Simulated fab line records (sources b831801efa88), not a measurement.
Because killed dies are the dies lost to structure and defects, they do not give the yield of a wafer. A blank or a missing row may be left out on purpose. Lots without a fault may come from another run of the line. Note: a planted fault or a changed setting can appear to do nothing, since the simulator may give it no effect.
Struck lot and sound lot, side by side / flow sky130 / 16 out of 708 route steps
Sound: the wafers L805.2, L805.3, L805.4. The struck wafers were L813.1, L813.4, L813.6. The cause is named last.
Per side, at each step with rows, come the tool, then ch with its chambers, and then its first start. Under that, the readings that differ: sound wafers / struck wafers / difference of the means / sigmas: that difference in standard deviations of wafers without a fault.
alike: same words and numbers on both sides, and readings whose means sit less than 2 such deviations apart. not compared: any withheld reading, any reading some wafer has no value for, any bound like >300 that may hide the same value, and any number with overlapping values for which the record gives no deviation.
A row with sigmas, a row that says differs or no value, or rows on one side alone: a step with any of these is where the two part. Numbers that don't overlap but have no deviation are shown without sigmas and don't part them. A reading that every wafer of one side lacks parts them only if that side has two wafers or more.

SKY_LDD_HVN_OVL_MEAS_07:
  sound on overlay-02, day 25 00:40; struck on overlay-01, day 27 11:34
  alike: LDD_HVN_OVL
after that, 1 step had no rows for these wafers: SKY_LDD_HVN_IMPLANT_08.
SKY_LDD_HVN_STRIP_09: strips in O2/N2.
  sound on plasma-asher-03 ch 0,1, day 25 00:50; struck on plasma-asher-03 ch 0, day 27 11:45
reading=strip-time-to-endpoint-s (s); sound=4.134 4.133 4.112; struck=4.172 4.170 4.158; difference=+0.040; sigmas=+3
  alike: drypump-motor-current-A, n2-flow-sccm, oes-product-au
  not compared: rf-hours-counter-h
SKY_LDD_HVN_TW_MEAS_10:
  sound on film-metro-03, day 25 00:57; struck on film-metro-01, day 27 11:51
  alike: LDD_HVN_TW
then, 7 steps without rows for these wafers: SKY_LDD_HVP_DEHYDRATE_00 (time 60 s); SKY_LDD_HVP_HMDS_01 (prime time 60 s); SKY_LDD_HVP_COAT_02 (resist thk 300 nm); SKY_LDD_HVP_SOFTBAKE_03 (time 60 s); SKY_LDD_HVP_EXPOSE_04 (exposes mask HVPTM, target cd 700 nm); SKY_LDD_HVP_PEB_05; SKY_LDD_HVP_DEVELOP_06 (develop time 60 s).
SKY_LDD_HVP_OVL_MEAS_07:
  sound on overlay-02, day 26 06:08; struck on overlay-02, day 28 16:35
  alike: LDD_HVP_OVL
SKY_LDD_HVP_IMPLANT_08:
  sound on implanter-04 ch 0, day 26 06:11; struck on implanter-02 ch 0, day 28 16:37
reading=beam-energy-keV; sound=19.996 19.997 19.998; struck=25.107 25.100 25.103; difference=+5.106; sigmas=+99 or more
reading=model.implant.rp-nm (nm); sound=63.86 63.86 63.86; struck=81.67 81.67 81.67; difference=+17.81; sigmas=
reading=model.implant.drp-nm (nm); sound=28.53 28.53 28.53; struck=36.08 36.08 36.08; difference=+7.55; sigmas=
  alike: beam-on-s, dose-ions-cm2
SKY_LDD_HVP_STRIP_09: strips in O2/N2.
  sound on plasma-asher-04 ch 0,1, day 26 06:19; struck on plasma-asher-03 ch 0,1, day 28 16:46
  alike: drypump-motor-current-A, n2-flow-sccm, oes-product-au, strip-time-to-endpoint-s
  not compared: rf-hours-counter-h
SKY_LDD_HVP_TW_MEAS_10:
  sound on film-metro-01, day 26 06:26; struck on film-metro-03, day 28 17:10
reading=LDD_HVP_TW; sound=460 458 457; struck=471 473 470; difference=+13; sigmas=+3
  not compared: hold
-- here the record skips 22 days between the struck wafers' starts before and after, leaving off in module LDD_HVP and picking up in module PAD_OPEN (first step shown: number 708 of the route) --
SKY_PAD_OPEN_PROBE_99:
  sound on prober-01, day 49 00:41; struck on prober-01, day 50 11:11
reading=model.etest.tip_p_5v.rs-ohm-sq; sound=2819 2813 2818; struck=2722 2728 2749; difference=-84; sigmas=
  alike: killed_at_M0_to_M3, killed_at_M4_up, killed-at-contacts, killed-at-front-end, killed-at-other, killed-dies, killed-open, killed-short
  not compared: model.etest.pfet-g5v0d10v5.r-on-ohm-um, model.etest.pfet-g5v0d10v5.drive-ua-um, model.etest.pfet-g5v0d10v5.off-log10-a-um, model.etest.pfet-g5v0d10v5.vt-sat-v

== WHERE THEY PART ==
First at SKY_LDD_HVN_STRIP_09; last, within this record, at SKY_LDD_HVP_TW_MEAS_10. Later steps at which nothing parts them and some readings are alike: SKY_PAD_OPEN_PROBE_99.

WHY: what had been put in by the simulator
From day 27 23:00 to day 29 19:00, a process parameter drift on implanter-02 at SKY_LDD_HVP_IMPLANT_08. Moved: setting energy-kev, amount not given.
